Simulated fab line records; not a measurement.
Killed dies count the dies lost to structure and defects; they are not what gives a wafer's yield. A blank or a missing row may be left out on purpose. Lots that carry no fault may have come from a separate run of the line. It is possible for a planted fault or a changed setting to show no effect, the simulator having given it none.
Which tool is to blame?    flow gf180mcu    15 lots (45 wafers sampled), 1 step of a 602-step route

== WHAT THE GAUGES READ, wafer by wafer ==
GF_V3_OVL_MEAS_15.
lot   measured      on          V3_OVL (nm)
L786  day 22 03:11  overlay-01  -3 -5 -5
L788  day 22 23:47  overlay-01  7 9 11
L789  day 23 08:05  overlay-02  -5 -15 -1
L790  day 23 20:52  overlay-01  3 -1 2
L791  day 24 09:20  overlay-01  -5 -10 -9
L793  day 25 01:20  overlay-02  1 -6 4
L794  day 25 02:23  overlay-02  -18 -11 -5
L796  day 25 22:56  overlay-02  -1 4 -10
L797  day 26 06:46  overlay-01  8 13 4
L798  day 26 11:46  overlay-02  -10 -7 -4
L799  day 26 19:52  overlay-02  -2 2 -3
L805  day 28 15:56  overlay-02  -14 -6 -13
L806  day 28 17:38  overlay-02  -10 4 4
L807  day 29 00:32  overlay-01  6 5 -3
L809  day 29 23:16  overlay-01  -13 -20 -18

== WHICH TOOL RAN EACH LOT (tool, then ch and the chambers of the sampled wafers, then the start) ==
No process step before these readings appears in the record.

== AS READ BY THE TOOLS THEMSELVES (means over the sampled wafers that have a number; for cases with no such wafer, the mark the record gives instead) ==
The record holds no such reading with a usual standard deviation.

== THE ANSWER, worked out from the rows above alone ==
Rule: usual is defined by the lots themselves. Put in order of their means at a reading, lots are off if they are a third of the lots or fewer, leave a main group of 4 or more, and stand apart from it by a gap of 3 or more times the standard deviation of the main group's means; of several such gaps the widest counts. A main group is skipped when, at the precision printed for the reading in the tables above, its means are all equal. Also off: a lot with no number at a reading for which 4 or more lots have one. All remaining lots with rows at the step are treated as sound. First the gauges in route order, then the tools' own readings, where a lot's mean is used as printed above. At the first step where some lot is off, the reading lying furthest off is the one used; lots without a number count as furthest.
None of the lots is off at any reading shown; this tells nothing.

== WHAT THE SIMULATOR HAD PUT IN ==
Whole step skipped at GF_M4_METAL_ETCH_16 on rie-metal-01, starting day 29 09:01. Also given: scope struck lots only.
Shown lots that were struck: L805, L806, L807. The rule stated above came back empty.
